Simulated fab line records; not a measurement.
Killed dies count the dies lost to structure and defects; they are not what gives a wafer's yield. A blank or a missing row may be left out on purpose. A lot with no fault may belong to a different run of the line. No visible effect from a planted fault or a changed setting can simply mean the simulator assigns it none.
What tool caused it? -- flow sky130 -- 14 lots, 42 wafers sampled, at 3 steps of a route of 708

== WHAT THE GAUGES READ, wafer by wafer ==
SKY_VIA4_OVL_MEAS_11.
lot,measured,on,VIA4_OVL (nm)
L411,day 42 20:27,overlay-01,0.9 -0.1 0.6
L412,day 42 20:40,overlay-02,1.4 0.5 1.0
L415,day 44 14:29,overlay-01,3.7 1.3 2.8
L416,day 44 17:44,overlay-02,2.6 4.6 2.9
L417,day 44 20:11,overlay-02,-0.1 1.2 0.6
L418,day 45 02:01,overlay-01,1.9 0.6 1.5
L419,day 45 12:00,overlay-01,-0.1 0.1 1.0
L423,day 46 14:13,overlay-02,0.6 0.5 1.3
L424,day 46 14:59,overlay-02,2.1 2.2 4.5
L425,day 46 18:37,overlay-02,0.1 1.5 1.7
L426,day 46 20:03,overlay-02,2.7 1.3 2.3
L427,day 46 22:52,overlay-02,1.1 1.7 0.9
L428,day 47 10:13,overlay-01,-1.4 -0.5 -0.5
L432,day 48 10:20,overlay-02,1.2 -0.9 -2.2

SKY_VIA4_RS_MEAS_19: uses a four-point probe to measure.
lot,measured,on,VIA4_W_RS (ohm/sq)
L411,day 42 21:23,film_metro-03,0.2240 0.2262 0.2274
L412,day 42 21:37,film_metro-01,0.2226 0.2251 0.2221
L415,day 44 15:28,film_metro-03,0.2206 0.2219 0.2206
L416,day 44 18:44,film_metro-02,0.2251 0.2225 0.2233
L417,day 44 21:07,film_metro-01,0.2270 0.2264 0.2264
L418,day 45 02:56,film_metro-01,0.2246 0.2266 0.2275
L419,day 45 12:55,film_metro-01,0.2268 0.2260 0.2227
L423,day 46 15:12,film_metro-03,0.2273 0.2238 0.2237
L424,day 46 15:54,film_metro-01,0.2297 0.2270 0.2287
L425,day 46 19:31,film_metro-03,0.2224 0.2277 0.2251
L426,day 46 21:08,film_metro-01,0.2287 0.2253 0.2254
L427,day 46 23:46,film_metro-01,0.2266 0.2301 0.2247
L428,day 47 11:13,film_metro-02,0.2243 0.2261 0.2260
L432,day 48 11:15,film_metro-02,0.2275 0.2269 0.2259

== WHAT TOOL EACH LOT RAN ON (gives the tool, then ch and the chambers of the sampled wafers, and finally the start) ==
lot,SKY_METAL4_SPUTTER_01
L411,"pvd_sputter-01, day 39 18:43"
L412,"pvd_sputter-01, day 39 19:05"
L415,"pvd_sputter-01, day 41 15:25"
L416,"pvd_sputter-02, day 41 17:44"
L417,"pvd_sputter-02, day 41 20:32"
L418,"pvd_sputter-02, day 42 04:20"
L419,"pvd_sputter-02, day 42 15:50"
L423,"pvd_sputter-02, day 43 19:02"
L424,"pvd_sputter-01, day 43 19:25"
L425,"pvd_sputter-02, day 44 00:36"
L426,"pvd_sputter-01, day 44 02:37"
L427,"pvd_sputter-03, day 44 07:40"
L428,"pvd_sputter-02, day 44 17:00"
L432,"pvd_sputter-03, day 45 19:19"
- SKY_METAL4_SPUTTER_01: material TiN, target thk 20 nm, time 16.7 s.

== WHAT THE TOOLS THEMSELVES READ (means of the sampled wafers that have a number; where no wafer has one, the mark that the record gives instead) ==
SKY_METAL4_SPUTTER_01.
lot,tool,throttle_valve_pct (%)
L411,pvd_sputter-01,30.7
L412,pvd_sputter-01,30.1
L415,pvd_sputter-01,30.4
L416,pvd_sputter-02,29.8
L417,pvd_sputter-02,29.7
L418,pvd_sputter-02,29.9
L419,pvd_sputter-02,29.3
L423,pvd_sputter-02,29.0
L424,pvd_sputter-01,30.8
L425,pvd_sputter-02,29.7
L426,pvd_sputter-01,30.7
L427,pvd_sputter-03,30.0
L428,pvd_sputter-02,30.3
L432,pvd_sputter-03,30.7

== THE ANSWER, worked out from the rows above alone ==
Rule: usual is defined by the lots themselves. The widest of any qualifying gaps counts: lots, ordered by their means at a reading, are off when they make up no more than a third of the lots, leave a main group of 4 or more, and stand apart from it by 3 or more times the standard deviation of that group's means. A main group is skipped when, at the precision printed for the reading in the tables above, its means are all equal. A lot without any number at a reading at which 4 lots or more have one is off too. Where the step has rows for the other lots, those lots are counted as sound. After the gauges, taken in route order, come the tools' own readings; for these a lot's mean is taken, as printed above. The first step at which some lot is off is used, and at that step the reading that is off furthest; a lot without a number counts as furthest.
Nothing can be told from this: no lot is off at any reading shown.

== WHAT THE SIMULATOR PUT IN ==
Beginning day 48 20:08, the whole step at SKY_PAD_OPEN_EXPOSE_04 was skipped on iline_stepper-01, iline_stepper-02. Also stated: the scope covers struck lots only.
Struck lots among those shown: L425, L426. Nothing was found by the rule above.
